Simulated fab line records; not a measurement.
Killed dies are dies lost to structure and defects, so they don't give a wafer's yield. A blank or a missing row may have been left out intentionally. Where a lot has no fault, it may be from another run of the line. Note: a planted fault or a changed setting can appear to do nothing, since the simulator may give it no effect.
What tool caused it? | flow sky130 | 36 wafers from 12 lots sampled at 2 of the route's 708 steps

## WHAT THE GAUGES SHOWED, per wafer
SKY_VIA3_THK_MEAS_23: measures by xrf.
lot  | measured     | on            | VIA3_W_THK (nm)
L919 | day 39 05:11 | film metro-03 | 392 394 390
L920 | day 39 17:43 | film metro-04 | 384 389 386
L921 | day 40 05:02 | film metro-03 | 399 400 401
L922 | day 40 16:13 | film metro-03 | 400 399 405
L923 | day 40 22:36 | film metro-03 | 402 401 397
L924 | day 41 02:12 | film metro-02 | 387 385 388
L925 | day 41 08:48 | film metro-03 | 385 386 389
L927 | day 41 23:10 | film metro-02 | 388 389 390
L928 | day 42 11:02 | film metro-03 | 391 391 387
L929 | day 42 15:13 | film metro-02 | 380 378 381
L941 | day 45 22:14 | film metro-03 | 396 396 397
L942 | day 46 00:56 | film metro-03 | 384 381 381

## EACH LOT AND THE TOOL THAT RAN IT (in order: tool; ch and the chambers of the sampled wafers; start)
lot  | SKY_METAL2_SPUTTER_03
L919 | pvd sputter-04, day 33 10:59
L920 | pvd sputter-03, day 34 03:01
L921 | pvd sputter-03, day 34 12:43
L922 | pvd sputter-03, day 35 02:19
L923 | pvd sputter-03, day 35 09:23
L924 | pvd sputter-01, day 35 13:42
L925 | pvd sputter-03, day 35 19:37
L927 | pvd sputter-04, day 36 12:56
L928 | pvd sputter-03, day 37 00:22
L929 | pvd sputter-04, day 37 05:22
L941 | pvd sputter-03, day 40 22:14
L942 | pvd sputter-01, day 41 03:10
- SKY_METAL2_SPUTTER_03: material Ti, target thk 5 nm, time 3.3 s.

## WHAT THE TOOLS THEMSELVES READ (means of the sampled wafers that have a number; where no wafer has one, the mark that the record gives instead)
SKY_METAL2_SPUTTER_03.
lot  | tool           | cathode dc power W (W) | chamber pressure pa (Pa) | throttle valve pct (%)
L919 | pvd sputter-04 | 2999.5                 | 0.4013                   | 29.0
L920 | pvd sputter-03 | 2999.7                 | 0.4009                   | 30.7
L921 | pvd sputter-03 | 3000.0                 | 0.4001                   | 30.9
L922 | pvd sputter-03 | 2999.4                 | 0.3997                   | 30.2
L923 | pvd sputter-03 | 2999.5                 | 0.4005                   | 30.2
L924 | pvd sputter-01 | 3000.6                 | 0.4001                   | 29.2
L925 | pvd sputter-03 | 2999.9                 | 0.4000                   | 30.2
L927 | pvd sputter-04 | 3000.2                 | 0.3997                   | 29.1
L928 | pvd sputter-03 | 3000.3                 | 0.4000                   | 29.6
L929 | pvd sputter-04 | 3000.1                 | 0.3999                   | 29.1
L941 | pvd sputter-03 | 3000.1                 | 0.4003                   | 29.9
L942 | pvd sputter-01 | 3000.0                 | 0.3993                   | 29.5

## THE ANSWER, worked out from the rows above alone
Rule: usual is defined by the lots themselves. The widest of any qualifying gaps counts: lots, ordered by their means at a reading, are off when they make up no more than a third of the lots, leave a main group of 4 or more, and stand apart from it by 3 or more times the standard deviation of that group's means. A main group whose means are all the same, to the digits that the tables above print for the reading, isn't used. Also off: a lot with no number at a reading for which 4 or more lots have one. Any other lot the step has rows for is counted as sound. First the gauges in route order, then the tools' own readings, where a lot's mean is used as printed above. The first step at which some lot is off is used, and at that step the reading that is off furthest; a lot without a number counts as furthest.
None of the lots is off at any reading shown; this tells nothing.

## WHAT WAS PUT IN BY THE SIMULATOR
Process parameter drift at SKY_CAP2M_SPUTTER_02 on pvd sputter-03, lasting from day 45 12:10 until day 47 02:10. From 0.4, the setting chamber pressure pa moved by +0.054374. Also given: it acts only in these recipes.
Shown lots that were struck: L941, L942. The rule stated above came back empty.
